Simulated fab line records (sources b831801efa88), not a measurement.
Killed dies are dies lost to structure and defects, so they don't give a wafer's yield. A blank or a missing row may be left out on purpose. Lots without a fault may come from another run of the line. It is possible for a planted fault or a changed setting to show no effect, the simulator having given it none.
Which tool is to blame? ; flow gf180mcu ; 13 lots (39 wafers sampled), 1 step of a 602-step route

## WHAT THE GAUGES SHOWED, per wafer
GF_MVPSD_TW_MEAS_11.
lot;measured;on;MVPSD_TW
L969;day 5 07:19;film_metro-04;564.0 558.1 557.8
L970;day 5 14:05;film_metro-04;560.4 559.1 558.9
L971;day 5 18:24;film_metro-04;560.0 560.3 558.6
L972;day 5 23:33;film_metro-02;564.5 563.0 562.1
L973;day 6 07:59;film_metro-04;558.6 559.2 559.3
L974;day 6 13:55;film_metro-04;559.9 556.5 562.2
L975;day 6 17:58;film_metro-04;562.6 560.1 562.6
L982;day 8 10:17;film_metro-02;561.2 561.3 561.9
L984;day 9 01:20;film_metro-02;560.2 556.0 557.8
L986;day 9 08:18;film_metro-04;557.7 559.9 557.2
L989;day 10 10:23;film_metro-04;555.3 553.9 555.9
L990;day 10 12:02;film_metro-03;563.1 560.9 562.5
L991;day 10 18:49;film_metro-03;564.7 564.1 560.1

## EACH LOT AND THE TOOL THAT RAN IT (in order: tool; ch and the chambers of the sampled wafers; start)
There is no process step in the record ahead of these readings.

## WHAT THE TOOLS THEMSELVES READ (means of the sampled wafers that have a number; where no wafer has one, the mark that the record gives instead)
The record holds no such reading with a usual standard deviation.

## THE ANSWER, worked out from the rows above alone
Rule: usual is defined by the lots themselves. Put in order of their means at a reading, lots are off if they are a third of the lots or fewer, leave a main group of 4 or more, and stand apart from it by a gap of 3 or more times the standard deviation of the main group's means; of several such gaps the widest counts. Not used: any main group whose means are identical at the precision the tables above print for the reading. A lot without any number at a reading at which 4 lots or more have one is off too. Any other lot the step has rows for is counted as sound. The gauges are gone through in route order, then the tools' own readings, and for those a lot's mean is taken as printed above. At the first step where some lot is off, the reading lying furthest off is the one used; lots without a number count as furthest.
No lot is off at any reading shown: from this, nothing can be told.

## WHAT THE SIMULATOR HAD PUT IN
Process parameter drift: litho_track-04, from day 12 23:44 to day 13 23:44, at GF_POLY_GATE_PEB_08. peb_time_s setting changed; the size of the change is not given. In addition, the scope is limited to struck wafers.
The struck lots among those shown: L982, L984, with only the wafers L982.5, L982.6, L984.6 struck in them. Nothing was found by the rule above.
